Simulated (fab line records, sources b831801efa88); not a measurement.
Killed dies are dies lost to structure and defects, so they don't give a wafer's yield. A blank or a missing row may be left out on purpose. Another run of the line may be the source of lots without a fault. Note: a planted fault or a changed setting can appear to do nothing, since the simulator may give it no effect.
Lot-split experiment -- flow sky130 -- on a route of 708 steps: 5 lots, 23 wafers read

== ABOUT THE SPLIT ==
At SKY_METAL1_SPUTTER_01 (material TiN, target thk 20 nm, time 16.7 s), the setting power_w was moved away from the recipe's 6500 W on 5 of the 23 wafers read, by -9.3% to +6.2%. This setting was run at the recipe's value on the other wafers.

The split's own step is where the reading is taken.

== THE READING ==
TiN_of_METAL1_SPUTTER_01.thk_nm (the simulator's own value, which no gauge read), in nm, at SKY_METAL1_SPUTTER_01 (material TiN, target thk 20 nm, time 16.7 s). The file gives no usual value for it. Here, 18 wafers ran the recipe; their average is 19.96 nm with a standard deviation of 0.18 nm.

wafer,"tool, chamber at the split","power_w as run, W",against the recipe,"TiN_of_METAL1_SPUTTER_01.thk_nm, nm",against lot-mates on the recipe
L075.1,"pvd_sputter-02, -",6500,recipe,20.11,-
L075.2,"pvd_sputter-02, -",6500,recipe,19.98,-
L075.3,"pvd_sputter-02, -",6500,recipe,19.77,-
L075.4,"pvd_sputter-02, -",6500,recipe,20.32,-
L075.6,"pvd_sputter-02, -",6500,recipe,19.85,-
L077.2,"pvd_sputter-01, -",6500,recipe,19.91,-
L077.3,"pvd_sputter-01, -",6500,recipe,19.65,-
L077.5,"pvd_sputter-01, -",6500,recipe,19.97,-
L079.1,"pvd_sputter-02, -",6500,recipe,20.31,-
L079.2,"pvd_sputter-02, -",6500,recipe,19.69,-
L079.4,"pvd_sputter-02, -",6500,recipe,19.88,-
L079.5,"pvd_sputter-02, -",6500,recipe,19.91,-
L079.6,"pvd_sputter-02, -",6500,recipe,20.08,-
L081.1,"pvd_sputter-01, -",6500,recipe,20.17,-
L081.2,"pvd_sputter-01, -",6903,+6.2%,21.34,+1.27
L081.3,"pvd_sputter-01, -",6903,+6.2%,21.21,+1.14
L081.4,"pvd_sputter-01, -",6903,+6.2%,20.93,+0.86
L081.6,"pvd_sputter-01, -",6500,recipe,19.96,-
L085.1,"pvd_sputter-02, -",6500,recipe,20.03,-
L085.2,"pvd_sputter-02, -",6500,recipe,19.79,-
L085.4,"pvd_sputter-02, -",5898,-9.3%,17.95,-1.96
L085.5,"pvd_sputter-02, -",6500,recipe,19.9,-
L085.6,"pvd_sputter-02, -",5898,-9.3%,18.06,-1.85

THE FIT
A straight line over all 23 wafers: TiN_of_METAL1_SPUTTER_01.thk_nm changes by +0.204 nm for each +1% of power_w; r = +0.97; the points scatter about the line by 0.18 nm.
The same after taking each lot's own level away (the mean of its wafers on the recipe; 23 wafers): +0.194 nm for each +1%; r = +0.97; scatter 0.18 nm.
Per that fit: largest power_w move, reading shift of 1.8 nm.
From 19.843 to 20.065 nm: that is the span of the lots' own levels, equal to 1.2 times the standard deviation above.
Hence the lot-to-lot level has little effect on the slope; both slopes agree.
Check: for one of the wafers moved furthest among these (-9.3%), held out of the fit, the line's prediction against its lot-mates is -1.75 nm. It came out at -1.96 nm against them.

== THE OTHER SPLITS THESE WAFERS WENT THROUGH ==
These wafers also went through other splits before the reading. Each is held against what the fit with the lots' levels taken away leaves over:
other split on the same wafers,wafers away from the commonest value,r with TiN_of_METAL1_SPUTTER_01.thk_nm (lot level and that fit taken away)
SKY_LI_CONTACT_SPUTTER_20 power_w,7,-0.16
SKY_CONTACT_SPUTTER_23 time_s,6,-0.06

== THE FILE'S OWN FIT ==
TiN_of_METAL1_SPUTTER_01.thk_nm changes by +0.196 nm for each +1% of power_w, r = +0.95.
